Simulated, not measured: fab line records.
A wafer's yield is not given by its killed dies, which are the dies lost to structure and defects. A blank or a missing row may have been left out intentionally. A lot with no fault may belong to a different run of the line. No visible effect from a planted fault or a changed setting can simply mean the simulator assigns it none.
Chamber matching | flow gf180mcu | 3 sister chambers for GF_V4_CVD_00 on hdpcvd-01
The step deposits SiO2, target thk 600 nm, time 100 s. 18 wafers are shown with their chamber, then 9 later ones without.

WAFERS PAIRED WITH THEIR CHAMBERS
wafer  | chamber | sih4-flow-sccm (sccm)
L736.1 | 2       | 60.23
L736.2 | 0       | 60.11
L736.3 | 1       | 60.11
L737.1 | 0       | 59.94
L737.5 | 0       | 60.07
L737.6 | 2       | 60.02
L738.1 | 1       | 59.99
L738.3 | 2       | 59.97
L738.6 | 2       | 59.95
L748.2 | 2       | 60.01
L748.4 | 2       | 59.96
L748.5 | 0       | 59.87
L749.2 | 1       | 60.11
L749.5 | 1       | 60.14
L749.6 | 2       | 59.68
L750.1 | 2       | 59.93
L750.3 | 1       | 60.00
L750.5 | 0       | 60.05

SIGNATURES, as means of the wafers listed above
reading        | chamber 0 | chamber 1 | chamber 2 | scatter within a chamber
sih4-flow-sccm | 60.0080   | 60.0700   | 59.9688   | 0.12
Rule: a wafer lies at a distance from a chamber equal to the root of the sum of squares, over the readings, of (its reading less the chamber's mean, divided by the reading's scatter). The wafer belongs to the nearest chamber; if the next one is less than 2 further off, it can't be placed. The scatter is the square root of a quotient: the sum, over the shown wafers, of each reading's squared deviation from its chamber's mean, divided by wafers minus chambers.

WAFERS WITHOUT THEIR CHAMBER
wafer  | sih4-flow-sccm (sccm)
L755.2 | 60.07
L755.3 | 59.90
L755.6 | 59.90
L756.2 | 60.05
L756.4 | 60.12
L756.5 | 59.97
L757.1 | 59.88
L757.3 | 60.06
L757.6 | 60.01

THE CHAMBER EACH PASSED THROUGH
wafer  | from the rows above          | in truth
L755.2 | can't be placed: 1 or 0 or 2 | 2
L755.3 | can't be placed: 2 or 0 or 1 | 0
L755.6 | can't be placed: 2 or 0 or 1 | 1
L756.2 | can't be placed: 1 or 0 or 2 | 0
L756.4 | can't be placed: 1 or 0 or 2 | 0
L756.5 | can't be placed: 2 or 0 or 1 | 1
L757.1 | can't be placed: 2 or 0 or 1 | 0
L757.3 | can't be placed: 1 or 0 or 2 | 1
L757.6 | can't be placed: 0 or 2 or 1 | 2
Correctly placed: 0 of 9. Cannot be placed on the basis of these rows: 9; the candidates contain the true chamber in 9. Wrongly placed: 0.
